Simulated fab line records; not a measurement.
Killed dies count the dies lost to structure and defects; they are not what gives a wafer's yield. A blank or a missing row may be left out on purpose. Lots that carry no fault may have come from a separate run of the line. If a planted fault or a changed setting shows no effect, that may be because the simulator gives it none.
The tool behind it: which one? / flow gf180mcu / 7 lots with 21 wafers sampled at 3 steps, on a route of 602 steps

WHAT THE GAUGES READ, wafer by wafer
GF_VT_IMPLANT_RS_MEAS_47: uses a four-point probe to measure.
lot=L167; measured=day 8 02:41; on=film_metro-02; NWELL_RS (ohm/sq)=489.5 488.4 488.3
lot=L169; measured=day 8 17:38; on=film_metro-02; NWELL_RS (ohm/sq)=484.9 487.7 487.0
lot=L172; measured=day 9 13:09; on=film_metro-04; NWELL_RS (ohm/sq)=486.8 487.9 485.5
lot=L174; measured=day 10 03:45; on=film_metro-02; NWELL_RS (ohm/sq)=487.6 487.5 486.5
lot=L176; measured=day 10 16:02; on=film_metro-02; NWELL_RS (ohm/sq)=487.2 489.7 488.1
lot=L179; measured=day 11 15:20; on=film_metro-01; NWELL_RS (ohm/sq)=487.5 488.2 487.1
lot=L187; measured=day 13 16:08; on=film_metro-02; NWELL_RS (ohm/sq)=485.7 486.2 484.9

WHAT TOOL EACH LOT RAN ON (gives the tool, then ch and the chambers of the sampled wafers, and finally the start)
lot=L167; GF_NWELL_STRIP_10=plasma_asher-01 ch 0,1, day 3 17:40; GF_VT_IMPLANT_STRIP_09=plasma_asher-03 ch 0,1, day 6 03:55
lot=L169; GF_NWELL_STRIP_10=plasma_asher-03 ch 1, day 4 06:17; GF_VT_IMPLANT_STRIP_09=plasma_asher-01 ch 0,1, day 6 17:20
lot=L172; GF_NWELL_STRIP_10=plasma_asher-03 ch 0,1, day 4 22:34; GF_VT_IMPLANT_STRIP_09=plasma_asher-03 ch 0,1, day 7 11:52
lot=L174; GF_NWELL_STRIP_10=plasma_asher-03 ch 0,1, day 5 10:41; GF_VT_IMPLANT_STRIP_09=plasma_asher-01 ch 0,1, day 7 23:56
lot=L176; GF_NWELL_STRIP_10=plasma_asher-04 ch 0,1, day 5 20:40; GF_VT_IMPLANT_STRIP_09=plasma_asher-04 ch 0,1, day 8 11:26
lot=L179; GF_NWELL_STRIP_10=plasma_asher-03 ch 0,1, day 6 13:41; GF_VT_IMPLANT_STRIP_09=plasma_asher-03 ch 1, day 9 07:53
lot=L187; GF_NWELL_STRIP_10=plasma_asher-03 ch 0,1, day 8 06:20; GF_VT_IMPLANT_STRIP_09=plasma_asher-01 ch 0,1, day 11 05:17
- GF_NWELL_STRIP_10: strips in O2/N2.
- GF_VT_IMPLANT_STRIP_09: strips in O2/N2.

THE ANSWER, worked out from the rows above alone
Rule: usual is defined by the lots themselves. The widest of any qualifying gaps counts: lots, ordered by their means at a reading, are off when they make up no more than a third of the lots, leave a main group of 4 or more, and stand apart from it by 3 or more times the standard deviation of that group's means. If all means in a main group match to the digits the tables above print for the reading, that group is not used. Also off: a lot with no number at a reading for which 4 or more lots have one. The other lots that the step has rows for count as sound.
None of the lots is off at any reading shown; this tells nothing.

WHAT THE SIMULATOR HAD INSERTED
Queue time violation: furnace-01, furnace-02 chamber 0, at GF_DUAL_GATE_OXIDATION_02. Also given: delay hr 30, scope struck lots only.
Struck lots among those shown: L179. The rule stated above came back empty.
